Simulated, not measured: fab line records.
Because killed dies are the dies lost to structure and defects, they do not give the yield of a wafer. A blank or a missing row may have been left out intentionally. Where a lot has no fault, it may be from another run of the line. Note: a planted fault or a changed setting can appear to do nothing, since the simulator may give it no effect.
8D (eight disciplines) problem report, filled in by code | flow sky130 | the parts of the form that need people (team, actions taken, sign-off) are left out

1. THE PROBLEM
At SKY_PAD_OPEN_PROBE_99, killedAtFrontEnd averages 420 over 4 wafers from 2 lots, while fault-free wafers read 16, standard deviation 4.9. Relative to the usual mean, that is a shift of +82 standard deviations.
Earliest sighting: wafer L577.2 on prober-01 at day 49 13:16. Wafers with a number at this step in the record: 21, from 7 lots. Rule for "out", or "out of limits": more than 4 standard deviations from the usual mean. Any other wafer with a number is counted as sound.

2. WHAT IT IS AND WHAT IT IS NOT
question                    | is                                        | is not
which readings at this step | killedAtFrontEnd, killedDies, killedOnRim | killed_at_M4_up, killedAtContacts, killedAtOther
which lots                  | L577, L578                                | L560, L564, L565, L567, L575
which wafers of those lots  | L577.2, L577.3, L577.4, L578.4            | L578.5, L578.6
read on which tools         | prober-01, prober-02                      | -
when                        | from day 49 13:16                         | up to then (15 sound wafers); but 2 sound wafers of L578 came after

3. SUSPECTS, AND WHAT RULES EACH OUT
Counting: any tool at a process step up to the reading remains a suspect provided it ran every lot that is out. Sound lots after the first of them don't rule it out here, since some wafers of a struck lot are sound.
- lithoTrack-03 at SKY_SONOS_TUNNEL_DEVELOP_06 (develop time 60 s): kept. Every lot that is out went through it, the first being L577 (day 16 18:17); the last sound lot it ran before that was L565 (day 12 20:29).
- cvdW-02 at SKY_VIA4_CVD_18 (deposits W, target thk 505 nm, time 152.14 s): kept. It ran every lot that is out and that the record shows at this step, first L578 (day 47 14:35); its last sound lot up to then is L565 (day 44 03:18). The record shows only 1 of the 2 lots at this step.
- cmp-01 at SKY_VIA4_CMP_21 (polishes, stops on SiO2, t overpolish 25 s, target thk 0 nm): kept. It ran every lot that is out and that the record shows at this step, first L578 (day 47 15:01); its last sound lot up to then is L567 (day 44 13:30). The record shows only 1 of the 2 lots at this step.
lithoTrack-03 at SKY_SONOS_TUNNEL_DEVELOP_06, cvdW-02 at SKY_VIA4_CVD_18 and cmp-01 at SKY_VIA4_CMP_21 are what is left after counting.

4. THE CAUSE (what the simulator had put in)
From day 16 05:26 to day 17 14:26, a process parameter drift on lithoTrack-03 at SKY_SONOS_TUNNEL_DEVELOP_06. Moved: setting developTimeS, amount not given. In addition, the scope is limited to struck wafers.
After counting, 3 suspects remain, this tool included.

5. THE EFFECT CHAIN, in route order
Each row: a reading whose mean over the struck wafers that have a number lies more than 3 standard deviations from the usual. Only readings for which the record gives a usual standard deviation are gone through. hours: the time from each lot's start at the first step in this table that gives one to its start at this step, as a median over the lots. sigmas: the change in usual standard deviations.
hours | step                  | reading          | usual | on struck wafers | change | sigmas
0     | SKY_PAD_OPEN_PROBE_99 | killedAtFrontEnd | 16    | 420              | +404   | +82
0     | SKY_PAD_OPEN_PROBE_99 | killedDies       | 87    | 492              | +405   | +40
0     | SKY_PAD_OPEN_PROBE_99 | killedOnRim      | 17    | 96               | +79    | +20
Process steps it contains:
- SKY_PAD_OPEN_PROBE_99

6. HOW IT WOULD HAVE BEEN CAUGHT EARLIER
In this record no reading fell out of limits until day 49 13:16, 800 hours after the fault had begun at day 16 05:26.
Each of the lots that are out, 2 in all, had begun SKY_SONOS_TUNNEL_DEVELOP_06 on lithoTrack-03 no later than day 49 13:16. Had the tool been put on hold then, not one of them would have been saved.
